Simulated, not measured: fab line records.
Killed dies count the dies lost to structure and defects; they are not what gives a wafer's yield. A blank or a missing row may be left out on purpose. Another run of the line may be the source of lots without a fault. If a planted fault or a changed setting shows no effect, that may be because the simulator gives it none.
Which tool did it?    flow gf180mcu    24 lots, 72 wafers sampled, at 6 steps of a route of 602

## WHAT THE GAUGES SHOWED, per wafer
GF_HV_LDD_OVL_MEAS_32. Usual: HV_LDD_02_OVL -0.8 nm, standard deviation 1.4.
lot   measured      on          HV_LDD_02_OVL (nm)  flag
L074  day 11 11:23  overlay-02  -1.7 -1.4 -2.2      
L075  day 11 18:23  overlay-02  -2.0 0.4 -4.4       
L076  day 12 10:14  overlay-01  -2.3 -0.4 -1.2      
L077  day 12 16:19  overlay-01  1.1 0.7 -2.0        
L078  day 12 21:17  overlay-01  0.1 1.5 1.3         
L080  day 13 15:19  overlay-02  -0.8 -0.9 0.8       
L079  day 13 15:37  overlay-01  -2.0 -2.3 -4.1      
L082  day 14 03:29  overlay-01  0.5 -0.9 -0.3       
L081  day 14 03:46  overlay-02  -0.6 -0.5 -0.9      
L083  day 14 07:32  overlay-02  -1.0 -1.8 -0.5      
L084  day 14 23:23  overlay-02  -2.0 -0.4 -2.0      
L085  day 15 02:37  overlay-02  -2.1 -3.0 -0.9      
L086  day 15 12:31  overlay-01  1.7 4.3 1.1         
L087  day 15 18:19  overlay-01  -0.2 -1.3 -0.9      
L088  day 16 02:13  overlay-01  -1.6 0.0 -1.3       
L090  day 16 11:40  overlay-02  -0.7 -1.4 -0.3      
L089  day 16 12:35  overlay-02  -2.7 -0.3 0.2       
L091  day 16 22:49  overlay-02  0.1 -2.7 -2.3       
L092  day 17 05:22  overlay-01  0.5 -1.3 1.1        
L093  day 17 15:49  overlay-02  1.7 1.5 0.3         
L094  day 17 23:26  overlay-02  -0.4 -1.5 -1.9      
L095  day 18 07:51  overlay-02  -0.6 0.4 -1.8       
L096  day 18 18:10  overlay-02  -1.5 -1.6 -1.4      
L097  day 18 21:04  overlay-01  -3.0 -1.9 -0.4      

GF_TOP_METAL_THK_MEAS_06: measures by xrf. Usual: TOP_METAL_ALCU_THK 923 nm, standard deviation 12.
lot   measured      on             TOP_METAL_ALCU_THK (nm)  flag
L074  day 27 01:49  film-metro-01  935 935 933              
L075  day 27 11:18  film-metro-04  923 916 917              
L076  day 28 02:50  film-metro-04  923 905 907              
L077  day 28 12:01  film-metro-01  931 935 932              
L078  day 28 13:00  film-metro-04  920 926 927              
L080  day 29 05:49  film-metro-03  912 917 907              
L079  day 29 07:23  film-metro-04  910 906 906              
L082  day 29 15:49  film-metro-03  909 908 898              
L081  day 29 16:38  film-metro-03  921 906 921              
L083  day 29 21:59  film-metro-01  939 939 934              
L084  day 30 11:59  film-metro-04  931 915 930              
L085  day 30 14:11  film-metro-01  942 946 952              
L086  day 30 23:01  film-metro-01  931 935 935              
L087  day 31 02:50  film-metro-04  919 918 916              
L088  day 31 12:11  film-metro-03  915 908 911              
L090  day 31 15:59  film-metro-03  905 899 901              
L089  day 31 20:08  film-metro-04  921 915 925              
L091  day 32 04:40  film-metro-04  924 932 931              
L092  day 32 11:11  film-metro-04  928 929 928              
L093  day 32 15:41  film-metro-04  924 917 940              
L094  day 32 20:23  film-metro-03  909 918 910              
L095  day 33 05:01  film-metro-01  939 931 942              
L096  day 33 10:43  film-metro-04  929 932 931              
L097  day 33 12:34  film-metro-01  934 926 934              

## EACH LOT AND THE TOOL THAT RAN IT (in order: tool; ch and the chambers of the sampled wafers; start)
lot   GF_CONTACT_SPUTTER_22         GF_M2_SPUTTER_01              GF_M4_SPUTTER_02              GF_V5_CMP_26
L074  pvd-sputter-01, day 15 22:37  pvd-sputter-01, day 18 00:38  pvd-sputter-03, day 22 04:33  cmp-02 ch 0,1,3, day 27 01:10
L075  pvd-sputter-02, day 16 07:04  pvd-sputter-01, day 18 07:47  pvd-sputter-03, day 22 15:49  cmp-02 ch 0,1,2, day 27 10:45
L076  pvd-sputter-04, day 17 01:22  pvd-sputter-01, day 19 05:09  pvd-sputter-03, day 23 10:37  cmp-01 ch 1,3, day 28 02:10
L077  pvd-sputter-04, day 17 11:06  pvd-sputter-03, day 19 14:51  pvd-sputter-01, day 23 20:27  cmp-02 ch 0,3, day 28 11:22
L078  pvd-sputter-02, day 17 15:04  pvd-sputter-01, day 19 19:27  pvd-sputter-01, day 23 22:58  cmp-01 ch 1,2,3, day 28 12:22
L080  pvd-sputter-01, day 18 11:43  pvd-sputter-03, day 20 15:31  pvd-sputter-01, day 24 18:10  cmp-02 ch 2,3, day 29 05:10
L079  pvd-sputter-02, day 18 12:56  pvd-sputter-02, day 20 18:39  pvd-sputter-01, day 24 21:19  cmp-01 ch 0,2,3, day 29 06:50
L082  pvd-sputter-04, day 19 01:40  pvd-sputter-03, day 21 04:40  pvd-sputter-02, day 25 05:22  cmp-01 ch 0,1, day 29 15:09
L081  pvd-sputter-01, day 19 03:07  pvd-sputter-01, day 21 07:13  pvd-sputter-01, day 25 06:01  cmp-02 ch 0,2,3, day 29 15:59
L083  pvd-sputter-02, day 19 05:51  pvd-sputter-01, day 21 13:15  pvd-sputter-01, day 25 12:19  cmp-02 ch 0,1,2, day 29 21:28
L084  pvd-sputter-02, day 20 00:22  pvd-sputter-01, day 22 03:52  pvd-sputter-03, day 26 03:33  cmp-02 ch 0,1,3, day 30 11:20
L085  pvd-sputter-04, day 20 06:01  pvd-sputter-01, day 22 08:58  pvd-sputter-03, day 26 05:22  cmp-02 ch 0,2,3, day 30 13:38
L086  pvd-sputter-02, day 20 15:58  pvd-sputter-03, day 22 19:56  pvd-sputter-02, day 26 16:17  cmp-02 ch 2,3, day 30 22:25
L087  pvd-sputter-01, day 20 19:58  pvd-sputter-01, day 22 23:05  pvd-sputter-02, day 26 20:56  cmp-01 ch 0,1,2, day 31 02:12
L088  pvd-sputter-02, day 21 06:55  pvd-sputter-01, day 23 09:32  pvd-sputter-03, day 27 05:27  cmp-01 ch 0,2, day 31 11:36
L090  pvd-sputter-04, day 21 15:41  pvd-sputter-03, day 23 17:49  pvd-sputter-01, day 27 12:14  cmp-01 ch 0,3, day 31 15:20
L089  pvd-sputter-04, day 21 18:49  pvd-sputter-02, day 23 20:52  pvd-sputter-01, day 27 15:44  cmp-02 ch 0,2,3, day 31 19:29
L091  pvd-sputter-04, day 22 05:28  pvd-sputter-01, day 24 06:46  pvd-sputter-02, day 28 01:17  cmp-01 ch 0,1,3, day 32 04:07
L092  pvd-sputter-01, day 22 13:31  pvd-sputter-03, day 24 14:10  pvd-sputter-02, day 28 06:17  cmp-01 ch 0,1,3, day 32 10:34
L093  pvd-sputter-02, day 22 22:16  pvd-sputter-01, day 24 22:47  pvd-sputter-01, day 28 14:35  cmp-01 ch 0,1,3, day 32 15:02
L094  pvd-sputter-04, day 23 04:16  pvd-sputter-01, day 25 04:43  pvd-sputter-03, day 28 19:51  cmp-02 ch 0,1, day 32 19:44
L095  pvd-sputter-04, day 23 14:41  pvd-sputter-01, day 25 14:34  pvd-sputter-01, day 29 05:54  cmp-01 ch 2,3, day 33 04:22
L096  pvd-sputter-02, day 23 23:25  pvd-sputter-03, day 25 23:44  pvd-sputter-03, day 29 13:28  cmp-01 ch 0,1,3, day 33 10:10
L097  pvd-sputter-02, day 24 01:34  pvd-sputter-01, day 26 00:47  pvd-sputter-01, day 29 15:08  cmp-01 ch 0,2,3, day 33 12:04
- GF_CONTACT_SPUTTER_22: material Ti, target thk 15 nm, time 80.02 s.
- GF_M2_SPUTTER_01: material TiN, target thk 30 nm, time 25 s.
- GF_M4_SPUTTER_02: material AlCu, target thk 450 nm, time 23.9 s.
- GF_V5_CMP_26: polishes, stops on SiO2, t overpolish 15 s, target thk 0 nm.

## AS READ BY THE TOOLS THEMSELVES (means over the sampled wafers that have a number; for cases with no such wafer, the mark the record gives instead)
GF_CONTACT_SPUTTER_22. Usual: 30.0 % for throttle-valve-pct, sd 1.
lot   tool            throttle-valve-pct (%)  flag
L074  pvd-sputter-01  28.8                    
L075  pvd-sputter-02  30.8                    
L076  pvd-sputter-04  30.1                    
L077  pvd-sputter-04  29.5                    
L078  pvd-sputter-02  30.6                    
L080  pvd-sputter-01  29.7                    
L079  pvd-sputter-02  30.2                    
L082  pvd-sputter-04  29.7                    
L081  pvd-sputter-01  29.5                    
L083  pvd-sputter-02  30.8                    
L084  pvd-sputter-02  30.8                    
L085  pvd-sputter-04  29.6                    
L086  pvd-sputter-02  30.2                    
L087  pvd-sputter-01  29.7                    
L088  pvd-sputter-02  30.8                    
L090  pvd-sputter-04  30.5                    
L089  pvd-sputter-04  29.2                    
L091  pvd-sputter-04  29.6                    
L092  pvd-sputter-01  29.5                    
L093  pvd-sputter-02  30.8                    
L094  pvd-sputter-04  29.7                    
L095  pvd-sputter-04  29.7                    
L096  pvd-sputter-02  30.1                    
L097  pvd-sputter-02  30.0                    

GF_M2_SPUTTER_01. Usual: 29.7 % for throttle-valve-pct, sd 0.93.
lot   tool            throttle-valve-pct (%)  flag
L074  pvd-sputter-01  29.1                    
L075  pvd-sputter-01  29.7                    
L076  pvd-sputter-01  29.6                    
L077  pvd-sputter-03  30.1                    
L078  pvd-sputter-01  29.7                    
L080  pvd-sputter-03  30.3                    
L079  pvd-sputter-02  29.5                    
L082  pvd-sputter-03  30.5                    
L081  pvd-sputter-01  29.7                    
L083  pvd-sputter-01  29.5                    
L084  pvd-sputter-01  29.7                    
L085  pvd-sputter-01  28.9                    
L086  pvd-sputter-03  30.0                    
L087  pvd-sputter-01  30.2                    
L088  pvd-sputter-01  29.7                    
L090  pvd-sputter-03  30.3                    
L089  pvd-sputter-02  30.9                    
L091  pvd-sputter-01  29.0                    
L092  pvd-sputter-03  29.8                    
L093  pvd-sputter-01  29.6                    
L094  pvd-sputter-01  29.5                    
L095  pvd-sputter-01  28.9                    
L096  pvd-sputter-03  30.9                    
L097  pvd-sputter-01  29.6                    

GF_M4_SPUTTER_02. Usual: 29.8 % for throttle-valve-pct, sd 0.96.
lot   tool            throttle-valve-pct (%)  flag
L074  pvd-sputter-03  29.6                    
L075  pvd-sputter-03  30.8                    
L076  pvd-sputter-03  30.5                    
L077  pvd-sputter-01  29.0                    
L078  pvd-sputter-01  29.7                    
L080  pvd-sputter-01  29.0                    
L079  pvd-sputter-01  30.3                    
L082  pvd-sputter-02  30.4                    
L081  pvd-sputter-01  29.4                    
L083  pvd-sputter-01  29.6                    
L084  pvd-sputter-03  30.5                    
L085  pvd-sputter-03  29.1                    
L086  pvd-sputter-02  30.3                    
L087  pvd-sputter-02  30.6                    
L088  pvd-sputter-03  29.5                    
L090  pvd-sputter-01  29.0                    
L089  pvd-sputter-01  29.5                    
L091  pvd-sputter-02  30.9                    
L092  pvd-sputter-02  30.2                    
L093  pvd-sputter-01  29.6                    
L094  pvd-sputter-03  30.7                    
L095  pvd-sputter-01  28.7                    
L096  pvd-sputter-03  30.3                    
L097  pvd-sputter-01  29.0                    

GF_V5_CMP_26. Usual: edge-zone-pressure-frac 1.000, standard deviation 0.0046; motor-current-A 11.0 A, standard deviation 1.3; overpolish-run-s 15.001 s, standard deviation 0.0086; time-to-endpoint-s 85 s, standard deviation 3.4.
lot   tool    edge-zone-pressure-frac  motor-current-A (A)  overpolish-run-s (s)  time-to-endpoint-s (s)  flag
L074  cmp-02  1.004                    11.2                 15.000                82                      
L075  cmp-02  1.000                    10.5                 15.001                81                      
L076  cmp-01  1.000                    11.6                 14.999                89                      
L077  cmp-02  1.000                    11.4                 15.001                80                      
L078  cmp-01  1.004                    11.5                 15.005                84                      
L080  cmp-02  1.001                    11.4                 15.010                86                      
L079  cmp-01  1.001                    10.2                 14.997                85                      
L082  cmp-01  1.002                    11.2                 14.991                86                      
L081  cmp-02  0.998                    11.4                 15.001                84                      
L083  cmp-02  0.996                    10.7                 15.004                83                      
L084  cmp-02  0.996                    11.2                 15.004                86                      
L085  cmp-02  0.998                    11.2                 15.012                81                      
L086  cmp-02  1.004                    11.7                 14.994                85                      
L087  cmp-01  0.999                    11.3                 15.005                83                      
L088  cmp-01  0.998                    9.9                  15.007                86                      
L090  cmp-01  0.999                    10.1                 14.995                87                      
L089  cmp-02  1.007                    11.5                 15.003                82                      
L091  cmp-01  0.998                    11.5                 14.998                86                      
L092  cmp-01  0.998                    11.7                 14.999                86                      
L093  cmp-01  1.005                    11.5                 14.997                85                      
L094  cmp-02  1.002                    10.6                 15.005                78                      
L095  cmp-01  0.998                    10.0                 14.990                90                      
L096  cmp-01  1.004                    11.6                 15.005                88                      
L097  cmp-01  0.994                    10.0                 15.002                87                      

## THE ANSWER, worked out from the rows above alone
Rule: lot off if the mean of its wafers having a number is beyond 3 standard deviations from the usual mean. Also off: a lot with no number at a reading for which 4 or more lots have one. The other lots that the step has rows for count as sound. After the gauges, taken in route order, come the tools' own readings; for these a lot's mean is taken, as printed above. The first step at which some lot is off is used, and at that step the reading that is off furthest; a lot without a number counts as furthest.
No lot is off at any reading shown: from this, nothing can be told.

## WHAT WAS PUT IN BY THE SIMULATOR
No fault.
